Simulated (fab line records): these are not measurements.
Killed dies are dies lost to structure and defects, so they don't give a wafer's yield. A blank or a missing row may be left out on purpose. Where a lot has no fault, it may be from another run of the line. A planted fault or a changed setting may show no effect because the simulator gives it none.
fab line records :: flow sky130 :: part 2 of 2: steps 28 to 35 of 35
[record]
  lots = 5
  wafers = 15
  lastDay = 50
route steps=708 shown METAL3@568 VIA3@573 METAL4@598
lots that met no fault: taken from a fault-free run of the same line
startH: start of the lot's first displayed wafer, in hours after the record's first day :: waitH: hours since the lot's step before :: " identical to the entry in the row above :: L1.1+2: a single row standing in for several wafers :: - no value, or no start was given :: * or withheld: withheld :: < > ~ a bound
route shown NAME@n: NAME is a module with steps in the file, n the number in the route of the first one :: usual: average and standard deviation across the fault-free wafers :: same: alike in all rows :: chamber/n: place in a boat :: sites: each site's reading :: _std_site: their standard deviation :: _edge_site: outer sites' mean less inner sites' :: radiusMm: for every site, how far away it sits from the centre of the wafer :: mask NAME#n: copy n :: behind: the last tool/chamber to shape the wafer :: hold: what put the lot on hold/how long, in hours/how the hold closed :: device: names the non-switching transistor (n, p or np) :: end of line: at the end of the route, the tests of the same wafers :: for a step that has no rows: nothing shown but its recipe :: killed: the dies lost at the first sort to structure and to defects; this is not the yield of the wafer :: map: the dies of a wafer, with x for killed, . for not killed, _ for no die there
set.NAME: the setting as run; set.NAME@STEP: as run at that earlier step :: model.NAME: the simulator's own value behind a step, which no gauge read
lots at selected steps of the route; one table per step, one row per wafer
services: a tool's chamber out of use, with start hour (startH, from the record's first day; less than 0 if before it), hours out, and reason
[[steps]]
[step SKY_VIA3_RS_MEAS_22]
[recipe]
  thkMeasGauge = four-point-probe
  reads = W_of_VIA3_CVD_21+TiN_of_VIA3_SPUTTER_20
[usual]
  VIA3_W_RS = 0.294/0.0046
lot.wafer: L086.1
tool: filmMetro-04
chamber: -
startH: 1015.04
waitH: 0.1
VIA3_W_RS[ohm/sq]: 0.297

lot.wafer: L086.2
tool: filmMetro-04
chamber: -
startH: 1015.04
waitH: 0.1
VIA3_W_RS[ohm/sq]: 0.287

lot.wafer: L086.6
tool: filmMetro-04
chamber: -
startH: 1015.04
waitH: 0.1
VIA3_W_RS[ohm/sq]: 0.288

lot.wafer: L087.2
tool: filmMetro-04
chamber: -
startH: 1021.85
waitH: 0.1
VIA3_W_RS[ohm/sq]: 0.298

lot.wafer: L087.3
tool: filmMetro-04
chamber: -
startH: 1021.85
waitH: 0.1
VIA3_W_RS[ohm/sq]: 0.295

lot.wafer: L087.5
tool: filmMetro-04
chamber: -
startH: 1021.85
waitH: 0.1
VIA3_W_RS[ohm/sq]: 0.297

lot.wafer: L090.1
tool: filmMetro-04
chamber: -
startH: 1037.64
waitH: 0.1
VIA3_W_RS[ohm/sq]: 0.288

lot.wafer: L090.4
tool: filmMetro-04
chamber: -
startH: 1037.64
waitH: 0.1
VIA3_W_RS[ohm/sq]: 0.298

lot.wafer: L090.6
tool: filmMetro-04
chamber: -
startH: 1037.64
waitH: 0.1
VIA3_W_RS[ohm/sq]: 0.296

lot.wafer: L092.1
tool: filmMetro-03
chamber: -
startH: 1050.72
waitH: 0.1
VIA3_W_RS[ohm/sq]: 0.298

lot.wafer: L092.2
tool: filmMetro-03
chamber: -
startH: 1050.72
waitH: 0.1
VIA3_W_RS[ohm/sq]: 0.291

lot.wafer: L092.3
tool: filmMetro-03
chamber: -
startH: 1050.72
waitH: 0.1
VIA3_W_RS[ohm/sq]: 0.294

lot.wafer: L095.1
tool: filmMetro-04
chamber: -
startH: 1079.14
waitH: 0.1
VIA3_W_RS[ohm/sq]: 0.290

lot.wafer: L095.3
tool: filmMetro-04
chamber: -
startH: 1079.14
waitH: 0.1
VIA3_W_RS[ohm/sq]: 0.290

lot.wafer: L095.6
tool: filmMetro-04
chamber: -
startH: 1079.14
waitH: 0.1
VIA3_W_RS[ohm/sq]: 0.292
[step SKY_VIA3_THK_MEAS_23]
[recipe]
  thkMeasGauge = xrf
  reads = W_of_VIA3_CVD_21
[usual]
  VIA3_W_THK = 393/7.3
lot.wafer: L086.1
tool: filmMetro-04
chamber: -
startH: 1015.16
waitH: 0.1
VIA3_W_THK[nm]: 389

lot.wafer: L086.2
tool: filmMetro-04
chamber: -
startH: 1015.16
waitH: 0.1
VIA3_W_THK[nm]: 403

lot.wafer: L086.6
tool: filmMetro-04
chamber: -
startH: 1015.16
waitH: 0.1
VIA3_W_THK[nm]: 401

lot.wafer: L087.2
tool: filmMetro-04
chamber: -
startH: 1021.96
waitH: 0.1
VIA3_W_THK[nm]: 386

lot.wafer: L087.3
tool: filmMetro-04
chamber: -
startH: 1021.96
waitH: 0.1
VIA3_W_THK[nm]: 390

lot.wafer: L087.5
tool: filmMetro-04
chamber: -
startH: 1021.96
waitH: 0.1
VIA3_W_THK[nm]: 389

lot.wafer: L090.1
tool: filmMetro-04
chamber: -
startH: 1037.76
waitH: 0.1
VIA3_W_THK[nm]: 400

lot.wafer: L090.4
tool: filmMetro-04
chamber: -
startH: 1037.76
waitH: 0.1
VIA3_W_THK[nm]: 386

lot.wafer: L090.6
tool: filmMetro-04
chamber: -
startH: 1037.76
waitH: 0.1
VIA3_W_THK[nm]: 386

lot.wafer: L092.1
tool: filmMetro-03
chamber: -
startH: 1050.84
waitH: 0.1
VIA3_W_THK[nm]: 393

lot.wafer: L092.2
tool: filmMetro-03
chamber: -
startH: 1050.84
waitH: 0.1
VIA3_W_THK[nm]: 400

lot.wafer: L092.3
tool: filmMetro-03
chamber: -
startH: 1050.84
waitH: 0.1
VIA3_W_THK[nm]: 396

lot.wafer: L095.1
tool: filmMetro-04
chamber: -
startH: 1079.26
waitH: 0.1
VIA3_W_THK[nm]: 397

lot.wafer: L095.3
tool: filmMetro-04
chamber: -
startH: 1079.26
waitH: 0.1
VIA3_W_THK[nm]: 395

lot.wafer: L095.6
tool: filmMetro-04
chamber: -
startH: 1079.26
waitH: 0.1
VIA3_W_THK[nm]: 398
[step SKY_VIA3_CMP_24]
[recipe]
  stopOn = SiO2
  tOverpolishS = 20
  downForcePsi = 3.5
  platenRpm = 60
  targetThkNm = 0
  padVelocityMS = 0.94248
[usual]
  motorCurrentA = 11.2/1.4
  overpolishRunS = 20.001/0.0083
  slurryFilterDpKPa = 13.51/0.13
  slurryFlowMlMin = 150.0/0.47
  timeToEndpointS = 97/4.6
lot.wafer: L086.2
tool: cmp-01
chamber: 2
startH: 1015.27
waitH: 0.1
motorCurrentA: 11.0
overpolishRunS: 20.005
slurryFilterDpKPa: 13.51
slurryFlowMlMin: 149.1
timeToEndpointS: 95

lot.wafer: L086.1
tool: cmp-01
chamber: 0
startH: 1015.27
waitH: 0.1
motorCurrentA: 12.5
overpolishRunS: 19.995
slurryFilterDpKPa: 13.46
slurryFlowMlMin: 150.3
timeToEndpointS: 89

lot.wafer: L086.6
tool: cmp-01
chamber: 2
startH: 1015.27
waitH: 0.1
motorCurrentA: 11.3
overpolishRunS: 19.993
slurryFilterDpKPa: 13.48
slurryFlowMlMin: 150.3
timeToEndpointS: 103

lot.wafer: L087.3
tool: cmp-01
chamber: 2
startH: 1022.01
waitH: 0.0
motorCurrentA: 11.5
overpolishRunS: 20.003
slurryFilterDpKPa: 13.39
slurryFlowMlMin: 150.5
timeToEndpointS: 98

lot.wafer: L087.2
tool: cmp-01
chamber: 0
startH: 1022.01
waitH: 0.0
motorCurrentA: 12.8
overpolishRunS: 20.005
slurryFilterDpKPa: 13.57
slurryFlowMlMin: 149.6
timeToEndpointS: 92

lot.wafer: L087.5
tool: cmp-01
chamber: 3
startH: 1022.01
waitH: 0.0
motorCurrentA: 10.6
overpolishRunS: 20.011
slurryFilterDpKPa: 13.87
slurryFlowMlMin: 149.8
timeToEndpointS: 92

lot.wafer: L090.4
tool: cmp-01
chamber: 1
startH: 1037.89
waitH: 0.1
motorCurrentA: 12.3
overpolishRunS: 19.998
slurryFilterDpKPa: 13.49
slurryFlowMlMin: 150.5
timeToEndpointS: 96

lot.wafer: L090.1
tool: cmp-01
chamber: 3
startH: 1037.89
waitH: 0.1
motorCurrentA: 10.0
overpolishRunS: 20.007
slurryFilterDpKPa: 13.63
slurryFlowMlMin: 150.1
timeToEndpointS: 98

lot.wafer: L090.6
tool: cmp-01
chamber: 1
startH: 1037.89
waitH: 0.1
motorCurrentA: 12.1
overpolishRunS: 20.006
slurryFilterDpKPa: 13.62
slurryFlowMlMin: 149.6
timeToEndpointS: 101

lot.wafer: L092.3
tool: cmp-01
chamber: 1
startH: 1050.95
waitH: 0.1
motorCurrentA: 12.6
overpolishRunS: 20.004
slurryFilterDpKPa: 13.60
slurryFlowMlMin: 149.6
timeToEndpointS: 96

lot.wafer: L092.1
tool: cmp-01
chamber: 2
startH: 1050.95
waitH: 0.1
motorCurrentA: 11.9
overpolishRunS: 20.007
slurryFilterDpKPa: 13.46
slurryFlowMlMin: 149.7
timeToEndpointS: 97

lot.wafer: L092.2
tool: cmp-01
chamber: 3
startH: 1050.95
waitH: 0.1
motorCurrentA: 10.6
overpolishRunS: 19.982
slurryFilterDpKPa: 13.20
slurryFlowMlMin: 149.7
timeToEndpointS: 91

lot.wafer: L095.3
tool: cmp-01
chamber: 2
startH: 1079.32
waitH: 0.0
motorCurrentA: 11.3
overpolishRunS: 20.013
slurryFilterDpKPa: 13.69
slurryFlowMlMin: 149.8
timeToEndpointS: 98

lot.wafer: L095.1
tool: cmp-01
chamber: 3
startH: 1079.32
waitH: 0.0
motorCurrentA: 9.9
overpolishRunS: 19.990
slurryFilterDpKPa: 13.48
slurryFlowMlMin: 149.8
timeToEndpointS: 93

lot.wafer: L095.6
tool: cmp-01
chamber: 3
startH: 1079.32
waitH: 0.0
motorCurrentA: 10.5
overpolishRunS: 20.006
slurryFilterDpKPa: 13.36
slurryFlowMlMin: 150.3
timeToEndpointS: 94
[step SKY_METAL4_SPUTTER_00]
[recipe]
  material = Ti
  targetThkNm = 15
  powerW = 3000
  timeS = 10
  chamberPressurePa = 0.4
[usual]
  throttleValvePct = 29.7/0.83
lot.wafer: L086.1
tool: pvdSputter-02
chamber: -
startH: 1015.52
waitH: 0.1
throttleValvePct: 29.5

lot.wafer: L086.2
tool: pvdSputter-02
chamber: -
startH: 1015.52
waitH: 0.1
throttleValvePct: 29.8

lot.wafer: L086.6
tool: pvdSputter-02
chamber: -
startH: 1015.52
waitH: 0.1
throttleValvePct: 29.4

lot.wafer: L087.2
tool: pvdSputter-01
chamber: -
startH: 1022.31
waitH: 0.1
throttleValvePct: 29.6

lot.wafer: L087.3
tool: pvdSputter-01
chamber: -
startH: 1022.31
waitH: 0.1
throttleValvePct: 29.7

lot.wafer: L087.5
tool: pvdSputter-01
chamber: -
startH: 1022.31
waitH: 0.1
throttleValvePct: 27.8

lot.wafer: L090.1
tool: pvdSputter-01
chamber: -
startH: 1038.14
waitH: 0.1
throttleValvePct: 27.8

lot.wafer: L090.4
tool: pvdSputter-01
chamber: -
startH: 1038.14
waitH: 0.1
throttleValvePct: 27.7

lot.wafer: L090.6
tool: pvdSputter-01
chamber: -
startH: 1038.14
waitH: 0.1
throttleValvePct: 29.8

lot.wafer: L092.1
tool: pvdSputter-02
chamber: -
startH: 1051.20
waitH: 0.1
throttleValvePct: 29.5

lot.wafer: L092.2
tool: pvdSputter-02
chamber: -
startH: 1051.20
waitH: 0.1
throttleValvePct: 30.2

lot.wafer: L092.3
tool: pvdSputter-02
chamber: -
startH: 1051.20
waitH: 0.1
throttleValvePct: 29.4

lot.wafer: L095.1
tool: pvdSputter-02
chamber: -
startH: 1079.62
waitH: 0.2
throttleValvePct: 29.3

lot.wafer: L095.3
tool: pvdSputter-02
chamber: -
startH: 1079.62
waitH: 0.2
throttleValvePct: 30.2

lot.wafer: L095.6
tool: pvdSputter-02
chamber: -
startH: 1079.62
waitH: 0.2
throttleValvePct: 30.6
[step SKY_METAL4_SPUTTER_01]
[recipe]
  material = TiN
  targetThkNm = 20
  powerW = 6500
  timeS = 16.7
  chamberPressurePa = 0.4
[usual]
  throttleValvePct = 29.7/0.81
lot.wafer: L086.1
tool: pvdSputter-02
chamber: -
startH: 1015.54
waitH: 0.0
throttleValvePct: 29.4

lot.wafer: L086.2
tool: pvdSputter-02
chamber: -
startH: 1015.54
waitH: 0.0
throttleValvePct: 29.4

lot.wafer: L086.6
tool: pvdSputter-02
chamber: -
startH: 1015.54
waitH: 0.0
throttleValvePct: 29.2

lot.wafer: L087.2
tool: pvdSputter-01
chamber: -
startH: 1022.34
waitH: 0.0
throttleValvePct: 29.9

lot.wafer: L087.3
tool: pvdSputter-01
chamber: -
startH: 1022.34
waitH: 0.0
throttleValvePct: 29.6

lot.wafer: L087.5
tool: pvdSputter-01
chamber: -
startH: 1022.34
waitH: 0.0
throttleValvePct: 27.9

lot.wafer: L090.1
tool: pvdSputter-01
chamber: -
startH: 1038.16
waitH: 0.0
throttleValvePct: 27.9

lot.wafer: L090.4
tool: pvdSputter-01
chamber: -
startH: 1038.16
waitH: 0.0
throttleValvePct: 27.9

lot.wafer: L090.6
tool: pvdSputter-01
chamber: -
startH: 1038.16
waitH: 0.0
throttleValvePct: 29.8

lot.wafer: L092.1
tool: pvdSputter-02
chamber: -
startH: 1051.23
waitH: 0.0
throttleValvePct: 29.5

lot.wafer: L092.2
tool: pvdSputter-02
chamber: -
startH: 1051.23
waitH: 0.0
throttleValvePct: 30.6

lot.wafer: L092.3
tool: pvdSputter-02
chamber: -
startH: 1051.23
waitH: 0.0
throttleValvePct: 29.4

lot.wafer: L095.1
tool: pvdSputter-02
chamber: -
startH: 1079.64
waitH: 0.0
throttleValvePct: 29.6

lot.wafer: L095.3
tool: pvdSputter-02
chamber: -
startH: 1079.64
waitH: 0.0
throttleValvePct: 30.3

lot.wafer: L095.6
tool: pvdSputter-02
chamber: -
startH: 1079.64
waitH: 0.0
throttleValvePct: 30.8
[step SKY_METAL4_SPUTTER_02]
[recipe]
  material = AlCu
  targetThkNm = 735
  powerW = 10600
  timeS = 39.1
  chamberPressurePa = 0.4
[usual]
  throttleValvePct = 29.7/0.81
lot.wafer: L086.1
tool: pvdSputter-02
chamber: -
startH: 1015.57
waitH: 0.0
throttleValvePct: 29.2

lot.wafer: L086.2
tool: pvdSputter-02
chamber: -
startH: 1015.57
waitH: 0.0
throttleValvePct: 29.3

lot.wafer: L086.6
tool: pvdSputter-02
chamber: -
startH: 1015.57
waitH: 0.0
throttleValvePct: 29.2

lot.wafer: L087.2
tool: pvdSputter-01
chamber: -
startH: 1022.36
waitH: 0.0
throttleValvePct: 29.7

lot.wafer: L087.3
tool: pvdSputter-01
chamber: -
startH: 1022.36
waitH: 0.0
throttleValvePct: 30.1

lot.wafer: L087.5
tool: pvdSputter-01
chamber: -
startH: 1022.36
waitH: 0.0
throttleValvePct: 27.6

lot.wafer: L090.1
tool: pvdSputter-01
chamber: -
startH: 1038.19
waitH: 0.0
throttleValvePct: 28.0

lot.wafer: L090.4
tool: pvdSputter-01
chamber: -
startH: 1038.19
waitH: 0.0
throttleValvePct: 28.1

lot.wafer: L090.6
tool: pvdSputter-01
chamber: -
startH: 1038.19
waitH: 0.0
throttleValvePct: 29.7

lot.wafer: L092.1
tool: pvdSputter-02
chamber: -
startH: 1051.25
waitH: 0.0
throttleValvePct: 29.4

lot.wafer: L092.2
tool: pvdSputter-02
chamber: -
startH: 1051.25
waitH: 0.0
throttleValvePct: 30.4

lot.wafer: L092.3
tool: pvdSputter-02
chamber: -
startH: 1051.25
waitH: 0.0
throttleValvePct: 29.3

lot.wafer: L095.1
tool: pvdSputter-02
chamber: -
startH: 1079.67
waitH: 0.0
throttleValvePct: 29.2

lot.wafer: L095.3
tool: pvdSputter-02
chamber: -
startH: 1079.67
waitH: 0.0
throttleValvePct: 30.1

lot.wafer: L095.6
tool: pvdSputter-02
chamber: -
startH: 1079.67
waitH: 0.0
throttleValvePct: 30.8
[step SKY_METAL4_SPUTTER_03]
[recipe]
  material = Ti
  targetThkNm = 5
  powerW = 3000
  timeS = 3.3
  chamberPressurePa = 0.4
[usual]
  throttleValvePct = 29.7/0.83
lot.wafer: L086.1
tool: pvdSputter-02
chamber: -
startH: 1015.61
waitH: 0.0
throttleValvePct: 29.1

lot.wafer: L086.2
tool: pvdSputter-02
chamber: -
startH: 1015.61
waitH: 0.0
throttleValvePct: 29.1

lot.wafer: L086.6
tool: pvdSputter-02
chamber: -
startH: 1015.61
waitH: 0.0
throttleValvePct: 29.3

lot.wafer: L087.2
tool: pvdSputter-01
chamber: -
startH: 1022.40
waitH: 0.0
throttleValvePct: 29.6

lot.wafer: L087.3
tool: pvdSputter-01
chamber: -
startH: 1022.40
waitH: 0.0
throttleValvePct: 30.0

lot.wafer: L087.5
tool: pvdSputter-01
chamber: -
startH: 1022.40
waitH: 0.0
throttleValvePct: 27.9

lot.wafer: L090.1
tool: pvdSputter-01
chamber: -
startH: 1038.23
waitH: 0.0
throttleValvePct: 27.7

lot.wafer: L090.4
tool: pvdSputter-01
chamber: -
startH: 1038.23
waitH: 0.0
throttleValvePct: 27.8

lot.wafer: L090.6
tool: pvdSputter-01
chamber: -
startH: 1038.23
waitH: 0.0
throttleValvePct: 29.7

lot.wafer: L092.1
tool: pvdSputter-02
chamber: -
startH: 1051.29
waitH: 0.0
throttleValvePct: 29.3

lot.wafer: L092.2
tool: pvdSputter-02
chamber: -
startH: 1051.29
waitH: 0.0
throttleValvePct: 30.6

lot.wafer: L092.3
tool: pvdSputter-02
chamber: -
startH: 1051.29
waitH: 0.0
throttleValvePct: 29.6

lot.wafer: L095.1
tool: pvdSputter-02
chamber: -
startH: 1079.71
waitH: 0.0
throttleValvePct: 29.5

lot.wafer: L095.3
tool: pvdSputter-02
chamber: -
startH: 1079.71
waitH: 0.0
throttleValvePct: 30.1

lot.wafer: L095.6
tool: pvdSputter-02
chamber: -
startH: 1079.71
waitH: 0.0
throttleValvePct: 30.9
[step SKY_METAL4_SPUTTER_04]
[recipe]
  material = TiN
  targetThkNm = 70
  powerW = 6500
  timeS = 58.3
  chamberPressurePa = 0.4
[usual]
  throttleValvePct = 29.7/0.8
lot.wafer: L086.1
tool: pvdSputter-02
chamber: -
startH: 1015.63
waitH: 0.0
throttleValvePct: 29.2

lot.wafer: L086.2
tool: pvdSputter-02
chamber: -
startH: 1015.63
waitH: 0.0
throttleValvePct: 29.6

lot.wafer: L086.6
tool: pvdSputter-02
chamber: -
startH: 1015.63
waitH: 0.0
throttleValvePct: 29.2

lot.wafer: L087.2
tool: pvdSputter-01
chamber: -
startH: 1022.42
waitH: 0.0
throttleValvePct: 29.9

lot.wafer: L087.3
tool: pvdSputter-01
chamber: -
startH: 1022.42
waitH: 0.0
throttleValvePct: 30.1

lot.wafer: L087.5
tool: pvdSputter-01
chamber: -
startH: 1022.42
waitH: 0.0
throttleValvePct: 27.9

lot.wafer: L090.1
tool: pvdSputter-01
chamber: -
startH: 1038.25
waitH: 0.0
throttleValvePct: 27.9

lot.wafer: L090.4
tool: pvdSputter-01
chamber: -
startH: 1038.25
waitH: 0.0
throttleValvePct: 27.8

lot.wafer: L090.6
tool: pvdSputter-01
chamber: -
startH: 1038.25
waitH: 0.0
throttleValvePct: 30.0

lot.wafer: L092.1
tool: pvdSputter-02
chamber: -
startH: 1051.31
waitH: 0.0
throttleValvePct: 29.5

lot.wafer: L092.2
tool: pvdSputter-02
chamber: -
startH: 1051.31
waitH: 0.0
throttleValvePct: 30.3

lot.wafer: L092.3
tool: pvdSputter-02
chamber: -
startH: 1051.31
waitH: 0.0
throttleValvePct: 29.3

lot.wafer: L095.1
tool: pvdSputter-02
chamber: -
startH: 1079.73
waitH: 0.0
throttleValvePct: 29.5

lot.wafer: L095.3
tool: pvdSputter-02
chamber: -
startH: 1079.73
waitH: 0.0
throttleValvePct: 30.3

lot.wafer: L095.6
tool: pvdSputter-02
chamber: -
startH: 1079.73
waitH: 0.0
throttleValvePct: 30.6
[[services]]
tool: pvdSputter-03
chamber: -
startH: 965.62
hours: 10.3
kind: repair

tool: plasmaAsher-01
chamber: -
startH: 968.18
hours: 7.1
kind: repair

tool: plasmaAsher-04
chamber: -
startH: 970.99
hours: 0.3
kind: repair

tool: rieDiel-04
chamber: -
startH: 973.22
hours: 15.6
kind: pm

tool: hdpcvd-01
chamber: -
startH: 973.34
hours: 0.9
kind: repair

tool: pvdSputter-03
chamber: -
startH: 974.49
hours: 2.7
kind: repair

tool: plasmaAsher-04
chamber: -
startH: 976.48
hours: 12.1
kind: repair

tool: cmp-01
chamber: -
startH: 992.65
hours: 0.4
kind: repair

tool: cvdW-02
chamber: 1
startH: 1000.94
hours: 4.2
kind: repair

tool: hdpcvd-02
chamber: -
startH: 1009.18
hours: 14.6
kind: pm

tool: rieDiel-04
chamber: -
startH: 1017.06
hours: 0.3
kind: repair

tool: rieDiel-01
chamber: 0
startH: 1018.28
hours: 12.3
kind: repair

tool: rieDiel-03
chamber: -
startH: 1028.44
hours: 2.8
kind: pm

tool: cmp-02
chamber: -
startH: 1035.16
hours: 9.2
kind: pm

tool: krfScanner-02
chamber: -
startH: 1036.86
hours: 0.8
kind: pm

tool: pvdSputter-02
chamber: -
startH: 1037.62
hours: 3.0
kind: repair

tool: cvdW-02
chamber: 0
startH: 1044.20
hours: 1.5
kind: repair

tool: plasmaAsher-01
chamber: -
startH: 1055.35
hours: 9.0
kind: pm

tool: rieDiel-01
chamber: 0
startH: 1056.91
hours: 7.2
kind: repair

tool: pvdSputter-03
chamber: -
startH: 1057.93
hours: 12.8
kind: repair

tool: hdpcvd-01
chamber: -
startH: 1058.11
hours: 5.5
kind: pm

tool: pvdSputter-01
chamber: -
startH: 1059.73
hours: 1.0
kind: repair

tool: rieDiel-01
chamber: -
startH: 1059.97
hours: 2.8
kind: pm

tool: rieDiel-01
chamber: 2
startH: 1075.00
hours: 7.4
kind: repair
